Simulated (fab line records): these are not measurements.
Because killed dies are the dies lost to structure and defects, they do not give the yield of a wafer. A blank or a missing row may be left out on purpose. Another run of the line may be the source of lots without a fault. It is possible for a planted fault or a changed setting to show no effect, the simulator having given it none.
Problem report in the 8D (eight disciplines) form, filled by code :: flow sky130 :: the parts of the form that need people (team, actions taken, sign-off) are left out

== 1. WHAT WENT WRONG ==
Across 4 wafers from 3 lots, CONTACT_HDPCVD_THK at SKY_CONTACT_THK_MEAS_03 averages 414 nm, while fault-free wafers read 563 nm with a standard deviation of 9. Relative to the usual mean, that is a shift of -16 standard deviations.
First seen on wafer L994.2, day 35 04:02, on film-metro-02. Wafers with a number at this step in the record: 33, from 12 lots. By rule, "out" or "out of limits" means more than 4 standard deviations away from the usual mean. The rest of the wafers with a number are treated as sound.

== 2. WHAT IT IS, WHAT IT ISN'T ==
question: which readings at this step
is: CONTACT_HDPCVD_THK
is not: -

question: which lots
is: L994, L995, L996
is not: L101, L980, L982, L983, L984, L986, L987, L988, L989

question: which wafers of those lots
is: L994.2, L995.2, L995.4, L996.4
is not: L994.6, L996.6

question: read on which gauges
is: film-metro-01, film-metro-02, film-metro-04
is not: -

question: when
is: from day 35 04:02
is not: up to then (25 sound wafers); but 4 sound wafers of L101, L996 came after

== 3. THE SUSPECTS, EACH WITH WHAT RULES IT OUT ==
Counting: if a tool at a process step up to the reading ran every lot that is out, it stays a suspect. Sound lots after the first of them don't rule it out here, since some wafers of a struck lot are sound.
- ruled out: the gauge at SKY_CONTACT_THK_MEAS_03. 3 gauges (film-metro-01, film-metro-02, film-metro-04) read the wafers that are out.
- hdpcvd-01 at SKY_CONTACT_HDPCVD_02 (deposits SiO2, target thk 565 nm, time 94.2 s): kept. Every lot that is out went through it, the first being L994 (day 35 03:58); the last sound lot it ran before that was L989 (day 33 20:29). On those wafers its own readings are out: run-length-s.
After counting, what remains is hdpcvd-01 at SKY_CONTACT_HDPCVD_02.

== 4. THE CAUSE (what the simulator had put in) ==
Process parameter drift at SKY_CONTACT_HDPCVD_02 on hdpcvd-01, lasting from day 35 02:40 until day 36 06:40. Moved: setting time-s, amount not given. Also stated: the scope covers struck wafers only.
The count eliminated every tool but this one.

== 5. SEQUENCE OF EFFECTS, ordered by route ==
One row per reading whose mean, taken over the struck wafers that have a number, lies over 3 standard deviations from the usual. Scope: only readings with a usual standard deviation given in the record; hours: median across lots of the time from each lot's start at the first step in this table that gives one to its start at this step; sigmas: change in usual standard deviations.
hours: 0
step: SKY_CONTACT_HDPCVD_02
reading: run-length-s
usual: 122.4 s
on struck wafers: 97.6
change: -24.8
sigmas: -55

hours: 0
step: SKY_CONTACT_THK_MEAS_03
reading: CONTACT_HDPCVD_THK
usual: 563 nm
on struck wafers: 414
change: -148
sigmas: -16

hours: 7
step: SKY_CONTACT_CMP_04
reading: time-to-endpoint-s
usual: 84 s
on struck wafers: 30
change: -54
sigmas: -9.6
Its process steps:
- SKY_CONTACT_HDPCVD_02: deposits SiO2, target thk 565 nm, time 94.2 s.
- SKY_CONTACT_CMP_04: polishes SiO2.

== 6. HOW IT WOULD HAVE BEEN CAUGHT EARLIER ==
In this record the first reading out of limits at a measuring or inspecting step was taken at day 35 04:02, 1 hour after the fault began at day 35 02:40.
Tool's own readings at SKY_CONTACT_HDPCVD_02, run-length-s: out on all struck wafers the step has rows for; an alarm limit on them would have tripped on the first.
Of the lots that are out (3), L995, L996 began SKY_CONTACT_HDPCVD_02 on hdpcvd-01 after day 35 04:02. A hold on the tool at that time would have spared those 2.
